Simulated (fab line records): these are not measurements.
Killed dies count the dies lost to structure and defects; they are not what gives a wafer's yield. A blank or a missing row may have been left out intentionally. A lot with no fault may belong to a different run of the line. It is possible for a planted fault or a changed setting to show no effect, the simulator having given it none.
fab line records + flow sky130
record:
- lots: 6
- wafers: 18
- last-day: 49
route steps=708 shown LDD_HVN@274 LDD_HVP@278
lots that met no fault: from a run of the same line without faults
start-h: the number of hours between the record's first day and the start of the first shown wafer of the lot + wait-h: how many hours have passed since the lot's step before this one + " as in the row above + L1.1+2: several wafers, shown together as one row + - no value, or no start given + * or withheld: withheld + < > ~ a bound
route shown NAME@n: NAME is a module with steps in the file, n the number in the route of the first one + usual: mean/standard deviation of fault-free wafers + same: alike in all rows + chamber/n: place in a boat + sites: each site's reading + _std_site: standard deviation across them + _edge_site: inner sites' mean taken away from outer sites' mean + radius-mm: how far each site lies from the wafer's centre + mask NAME#n: copy n + behind: the last tool/chamber to shape the wafer + hold: why the lot was held/for how many hours/how that ended + device: names the non-switching transistor (n, p or np) + end of line: the same wafers' tests at the end of the route + a step with no rows: only its recipe + killed: dies lost to structure and defects at the first sort, not the wafer's yield + map: a wafer's dies, marking killed ones x, the rest . and places with no die _
set.NAME: the setting as run; set.NAME@STEP: as run at that earlier step + model.NAME: the simulator's own value behind a step, which no gauge read
a table for each step, a row for each wafer; lots at some steps of the route
services: a tool's chamber out of use, with start hour (start-h, from the record's first day; less than 0 if before it), hours out, and reason
== steps ==
step: SKY_LDD_HVN_OVL_MEAS_07
usual:
- LDD_HVN_OVL: 0.6/1.4
| lot.wafer | tool       | chamber | start-h | wait-h | LDD_HVN_OVL[nm] |
|-----------|------------|---------|---------|--------|-----------------|
| L362.3    | overlay-02 | -       | 512.12  | 0.1    | 0.1             |
| L362.4    | "          | -       | "       | "      | 1.5             |
| L362.6    | "          | -       | "       | "      | 2.0             |
| L369.1    | overlay-01 | -       | 583.25  | 0.1    | 1.8             |
| L369.2    | "          | -       | "       | "      | -0.4            |
| L369.4    | "          | -       | "       | "      | 0.0             |
| L370.4    | overlay-02 | -       | 583.70  | 0.1    | 1.8             |
| L370.5    | "          | -       | "       | "      | -0.5            |
| L370.6    | "          | -       | "       | "      | 1.4             |
| L367.2    | overlay-01 | -       | 584.57  | 0.1    | -0.2            |
| L367.4    | "          | -       | "       | "      | 0.3             |
| L367.6    | "          | -       | "       | "      | -1.3            |
| L375.2    | overlay-01 | -       | 608.92  | 0.1    | 2.2             |
| L375.4    | "          | -       | "       | "      | 1.0             |
| L375.6    | "          | -       | "       | "      | 1.3             |
| L378.1    | overlay-01 | -       | 627.96  | 0.1    | 0.6             |
| L378.3    | "          | -       | "       | "      | 0.1             |
| L378.6    | "          | -       | "       | "      | 2.6             |
step: SKY_LDD_HVN_IMPLANT_08
recipe:
- species: P
- energy-kev: 60
- dose-cm2: 3e+13
- tilt-deg: 40
step: SKY_LDD_HVN_STRIP_09
recipe:
- chemistry: O2/N2
- power-w: 1400
- pressure-mtorr: 1500
- platen-temp-c: withheld
- o2-flow-sccm: 3000
- n2-flow-sccm: 300
- overash-fraction: 0.5
usual:
- drypump-motor-current-A: 5.7/0.42
- oes-product-au: 0.409/0.0046
- strip-time-to-endpoint-s: 4.136/0.015
| lot.wafer | tool            | chamber | start-h | wait-h | drypump-motor-current-A | oes-product-au | rf-hours-counter-h | strip-time-to-endpoint-s |
|-----------|-----------------|---------|---------|--------|-------------------------|----------------|--------------------|--------------------------|
| L362.3    | plasma-asher-01 | 0       | 512.32  | 0.1    | 5.5                     | 0.416          | -                  | 4.145                    |
| L362.4    | "               | 1       | "       | "      | 5.0                     | 0.408          | -                  | 4.139                    |
| L362.6    | "               | 1       | "       | "      | 5.0                     | 0.411          | -                  | 4.132                    |
| L369.1    | plasma-asher-04 | 0       | 583.44  | 0.1    | 5.9                     | 0.402          | 80                 | 4.154                    |
| L369.2    | "               | 1       | "       | "      | 6.2                     | 0.409          | 80                 | 4.138                    |
| L369.4    | "               | 0       | "       | "      | 5.8                     | 0.410          | -                  | 4.145                    |
| L370.4    | plasma-asher-01 | 0       | 583.91  | 0.1    | 5.6                     | 0.406          | -                  | 4.136                    |
| L370.5    | "               | 1       | "       | "      | 5.0                     | 0.396          | -                  | 4.148                    |
| L370.6    | "               | 0       | "       | "      | 5.6                     | 0.416          | -                  | 4.126                    |
| L367.2    | plasma-asher-04 | 0       | 584.75  | 0.1    | 5.8                     | 0.407          | 81                 | 4.145                    |
| L367.4    | "               | 1       | "       | "      | 6.2                     | 0.413          | -                  | 4.151                    |
| L367.6    | "               | 1       | "       | "      | 6.2                     | 0.417          | -                  | 4.136                    |
| L375.2    | plasma-asher-03 | 1       | 609.10  | 0.1    | 5.3                     | 0.416          | 82                 | 4.139                    |
| L375.4    | "               | 0       | "       | "      | 5.5                     | 0.406          | -                  | 4.141                    |
| L375.6    | "               | 1       | "       | "      | 5.3                     | 0.411          | -                  | 4.143                    |
| L378.1    | plasma-asher-04 | 0       | 628.15  | 0.1    | 5.9                     | 0.408          | 85                 | 4.145                    |
| L378.3    | "               | 1       | "       | "      | 6.2                     | 0.412          | -                  | 4.128                    |
| L378.6    | "               | 0       | "       | "      | 5.9                     | 0.414          | -                  | 4.119                    |
step: SKY_LDD_HVN_TW_MEAS_10
usual:
- LDD_HVN_TW: 1433/9.4
| lot.wafer | tool          | chamber | start-h | wait-h | LDD_HVN_TW |
|-----------|---------------|---------|---------|--------|------------|
| L362.3    | film-metro-04 | -       | 512.41  | 0.1    | 1439       |
| L362.4    | "             | -       | "       | "      | 1434       |
| L362.6    | "             | -       | "       | "      | 1442       |
| L369.1    | film-metro-04 | -       | 583.54  | 0.1    | 1426       |
| L369.2    | "             | -       | "       | "      | 1419       |
| L369.4    | "             | -       | "       | "      | 1433       |
| L370.4    | film-metro-03 | -       | 584.00  | 0.1    | 1442       |
| L370.5    | "             | -       | "       | "      | 1441       |
| L370.6    | "             | -       | "       | "      | 1443       |
| L367.2    | film-metro-04 | -       | 584.86  | 0.1    | 1423       |
| L367.4    | "             | -       | "       | "      | 1430       |
| L367.6    | "             | -       | "       | "      | 1424       |
| L375.2    | film-metro-01 | -       | 609.21  | 0.1    | 1437       |
| L375.4    | "             | -       | "       | "      | 1433       |
| L375.6    | "             | -       | "       | "      | 1432       |
| L378.1    | film-metro-04 | -       | 628.25  | 0.1    | 1434       |
| L378.3    | "             | -       | "       | "      | 1437       |
| L378.6    | "             | -       | "       | "      | 1422       |
step: SKY_LDD_HVP_DEHYDRATE_00
recipe:
- temp-c: 200
- time-s: 60
step: SKY_LDD_HVP_HMDS_01
recipe:
- prime-time-s: 60
- prime-temp-c: 120
step: SKY_LDD_HVP_COAT_02
recipe:
- resist: NOVOLAK
- spin-rpm: 3000
- resist-thk-nm: 300
step: SKY_LDD_HVP_SOFTBAKE_03
recipe:
- temp-c: 90
- time-s: 60
- resist: NOVOLAK
step: SKY_LDD_HVP_EXPOSE_04
recipe:
- mask-id: HVPTM
- na: 0.6
- source-shape: conventional
- sigma-outer: 0.6
- polarization: unpolarized
- target-cd-nm: 700
- dose-mj: 86
step: SKY_LDD_HVP_PEB_05
recipe:
- temp-c: withheld
- time-s: *
- resist: NOVOLAK
step: SKY_LDD_HVP_DEVELOP_06
recipe:
- resist: NOVOLAK
- developer: TMAH
- develop-time-s: 61.2
- dev-temp-c: 23
step: SKY_LDD_HVP_OVL_MEAS_07
usual:
- LDD_HVP_OVL: -1.4/1.4
| lot.wafer | tool       | chamber | start-h | wait-h | LDD_HVP_OVL[nm] |
|-----------|------------|---------|---------|--------|-----------------|
| L362.3    | overlay-01 | -       | 542.28  | 0.1    | -0.1            |
| L362.4    | "          | -       | "       | "      | -1.2            |
| L362.6    | "          | -       | "       | "      | -0.7            |
| L369.1    | overlay-01 | -       | 613.20  | 0.1    | -3.1            |
| L369.2    | "          | -       | "       | "      | -2.4            |
| L369.4    | "          | -       | "       | "      | -1.5            |
| L370.4    | overlay-02 | -       | 613.23  | 0.1    | 0.0             |
| L370.5    | "          | -       | "       | "      | 1.7             |
| L370.6    | "          | -       | "       | "      | 1.5             |
| L367.2    | overlay-01 | -       | 613.81  | 0.1    | -0.3            |
| L367.4    | "          | -       | "       | "      | -1.7            |
| L367.6    | "          | -       | "       | "      | -2.6            |
| L375.2    | overlay-01 | -       | 637.76  | 0.1    | -0.2            |
| L375.4    | "          | -       | "       | "      | -2.1            |
| L375.6    | "          | -       | "       | "      | -1.6            |
| L378.1    | overlay-01 | -       | 656.11  | 0.1    | -1.4            |
| L378.3    | "          | -       | "       | "      | -2.6            |
| L378.6    | "          | -       | "       | "      | -2.6            |
step: SKY_LDD_HVP_IMPLANT_08
recipe:
- species: B
- energy-kev: 20
- dose-cm2: 1.7e+13
- tilt-deg: 17.9
usual:
- beam-energy-keV: 19.999/0.0062
- beam-on-s: 10.03/0.21
- tilt-deg: 17.897/0.021
| lot.wafer | tool         | chamber | start-h | wait-h | beam-energy-keV | beam-on-s | tilt-deg |
|-----------|--------------|---------|---------|--------|-----------------|-----------|----------|
| L362.3    | implanter-04 | 0       | 542.35  | 0.1    | 19.989          | 10.15     | 17.899   |
| L362.4    | "            | 0       | "       | "      | 20.001          | 9.99      | 17.909   |
| L362.6    | "            | 0       | "       | "      | 20.002          | 9.97      | 17.887   |
| L369.1    | implanter-04 | -       | 613.24  | 0.0    | -               | -         | -        |
| L369.2    | "            | -       | "       | "      | -               | -         | -        |
| L369.4    | "            | -       | "       | "      | -               | -         | -        |
| L370.4    | implanter-01 | -       | 613.32  | 0.1    | -               | -         | -        |
| L370.5    | "            | -       | "       | "      | -               | -         | -        |
| L370.6    | "            | -       | "       | "      | -               | -         | -        |
| L367.2    | implanter-04 | 0       | 613.86  | 0.0    | 19.998          | 10.16     | 17.906   |
| L367.4    | "            | 0       | "       | "      | 19.999          | 10.52     | 17.895   |
| L367.6    | "            | 0       | "       | "      | 19.993          | 10.26     | 17.886   |
| L375.2    | implanter-01 | 0       | 637.81  | 0.0    | 19.996          | 9.75      | 17.904   |
| L375.4    | "            | 0       | "       | "      | 19.994          | 9.72      | 17.906   |
| L375.6    | "            | 0       | "       | "      | 19.990          | 10.16     | 17.926   |
| L378.1    | implanter-04 | 0       | 656.15  | 0.0    | 19.994          | 9.99      | 17.928   |
| L378.3    | "            | 0       | "       | "      | 19.993          | 10.34     | 17.935   |
| L378.6    | "            | 0       | "       | "      | 19.990          | 10.05     | 17.911   |
step: SKY_LDD_HVP_STRIP_09
recipe:
- chemistry: O2/N2
- power-w: 1400
- pressure-mtorr: 1500
- platen-temp-c: withheld
- o2-flow-sccm: 3000
- n2-flow-sccm: 300
- overash-fraction: 0.5
usual:
- drypump-motor-current-A: 5.5/0.41
- oes-product-au: 0.409/0.0048
- strip-time-to-endpoint-s: 4.135/0.014
| lot.wafer | tool            | chamber | start-h | wait-h | drypump-motor-current-A | oes-product-au | rf-hours-counter-h | strip-time-to-endpoint-s |
|-----------|-----------------|---------|---------|--------|-------------------------|----------------|--------------------|--------------------------|
| L362.3    | plasma-asher-03 | 1       | 542.48  | 0.1    | 5.3                     | 0.400          | -                  | 4.132                    |
| L362.4    | "               | 0       | "       | "      | 5.5                     | 0.403          | -                  | 4.163                    |
| L362.6    | "               | 0       | "       | "      | 5.5                     | 0.407          | -                  | 4.129                    |
| L369.1    | plasma-asher-04 | 1       | 613.39  | 0.1    | 6.2                     | 0.406          | 83                 | 4.144                    |
| L369.2    | "               | 0       | "       | "      | 5.9                     | 0.412          | 83                 | 4.168                    |
| L369.4    | "               | 1       | "       | "      | 6.2                     | 0.411          | -                  | 4.135                    |
| L370.4    | plasma-asher-03 | 1       | 613.43  | 0.1    | 5.2                     | 0.408          | -                  | 4.136                    |
| L370.5    | "               | 1       | "       | "      | 5.3                     | 0.416          | -                  | 4.144                    |
| L370.6    | "               | 0       | "       | "      | 5.5                     | 0.410          | -                  | 4.128                    |
| L367.2    | plasma-asher-04 | 0       | 613.99  | 0.1    | 5.8                     | 0.402          | 84                 | 4.134                    |
| L367.4    | "               | 0       | "       | "      | 5.8                     | 0.414          | -                  | 4.118                    |
| L367.6    | "               | 0       | "       | "      | 5.8                     | 0.401          | -                  | 4.133                    |
| L375.2    | plasma-asher-02 | 1       | 637.94  | 0.1    | 4.9                     | 0.407          | 23                 | 4.120                    |
| L375.4    | "               | 0       | "       | "      | 5.5                     | 0.408          | -                  | 4.135                    |
| L375.6    | "               | 0       | "       | "      | 5.5                     | 0.404          | -                  | 4.127                    |
| L378.1    | plasma-asher-04 | 0       | 656.30  | 0.1    | 5.9                     | 0.411          | 88                 | 4.136                    |
| L378.3    | "               | 0       | "       | "      | 5.9                     | 0.409          | -                  | 4.115                    |
| L378.6    | "               | 0       | "       | "      | 5.9                     | 0.411          | -                  | 4.118                    |
step: SKY_LDD_HVP_TW_MEAS_10
usual:
- LDD_HVP_TW: 456/3.4
| lot.wafer | tool          | chamber | start-h | wait-h | LDD_HVP_TW |
|-----------|---------------|---------|---------|--------|------------|
| L362.3    | film-metro-03 | -       | 542.57  | 0.1    | 457        |
| L362.4    | "             | -       | "       | "      | 461        |
| L362.6    | "             | -       | "       | "      | 459        |
| L369.1    | film-metro-03 | -       | 613.49  | 0.1    | 30         |
| L369.2    | "             | -       | "       | "      | 30         |
| L369.4    | "             | -       | "       | "      | 30         |
| L370.4    | film-metro-04 | -       | 613.53  | 0.1    | 30         |
| L370.5    | "             | -       | "       | "      | 30         |
| L370.6    | "             | -       | "       | "      | 30         |
| L367.2    | film-metro-04 | -       | 614.10  | 0.1    | 455        |
| L367.4    | "             | -       | "       | "      | 455        |
| L367.6    | "             | -       | "       | "      | 454        |
| L375.2    | film-metro-02 | -       | 638.05  | 0.1    | 462        |
| L375.4    | "             | -       | "       | "      | 460        |
| L375.6    | "             | -       | "       | "      | 459        |
| L378.1    | film-metro-04 | -       | 656.40  | 0.1    | 452        |
| L378.3    | "             | -       | "       | "      | 452        |
| L378.6    | "             | -       | "       | "      | 452        |
== services ==
| tool            | chamber | start-h | hours | kind   |
|-----------------|---------|---------|-------|--------|
| implanter-04    | -       | 489.83  | 14.7  | pm     |
| plasma-asher-02 | -       | 532.27  | 2.8   | pm     |
| plasma-asher-03 | -       | 549.62  | 2.8   | pm     |
| plasma-asher-01 | -       | 550.72  | 28.1  | pm     |
| implanter-04    | -       | 577.77  | 3.9   | repair |
| plasma-asher-01 | -       | 592.95  | 2.8   | pm     |
| implanter-04    | -       | 624.51  | 1.7   | repair |
== key ==
first-sign:
- step: SKY_LDD_HVP_IMPLANT_08
- reading: tool-record
- direction: missing
effect:
- step: SKY_LDD_HVP_TW_MEAS_10
- reading: LDD_HVP_TW
- direction: down
- sigmas: 99+
- usual: 456
- struck: 30
met-at SKY_LDD_HVP_IMPLANT_08
struck-wafers L369.1,L369.2,L369.4,L370.4,L370.5,L370.6
later-rows-left-out L369.1,L369.2,L369.4,L370.4,L370.5,L370.6
sort-left-out L369.1,L369.2,L369.4,L370.4,L370.5,L370.6
tester-left-out L369,L370
onset-between 542.35 613.24
fault:
- kind: skipped-step-whole
- tool: implanter-01,implanter-04
- chamber: -
- onset-h: 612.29
- steps: SKY_LDD_HVP_IMPLANT_08
- scope: struck-lots-only
tester-left-out: of these lots the tester's yield and bins aren't shown, on N5 and GAA mostly nor the transistor test; their killed dies are dies lost to structure and defects alone, not to doping, threshold or leakage, so they don't give the yield
sort-left-out: the simulated sort isn't trusted on such a fault, so these wafers' sort isn't shown, and their yield isn't known
later-rows-left-out: the simulator's readings of these wafers behind a module that went badly wrong aren't trusted and aren't shown, but for the sort
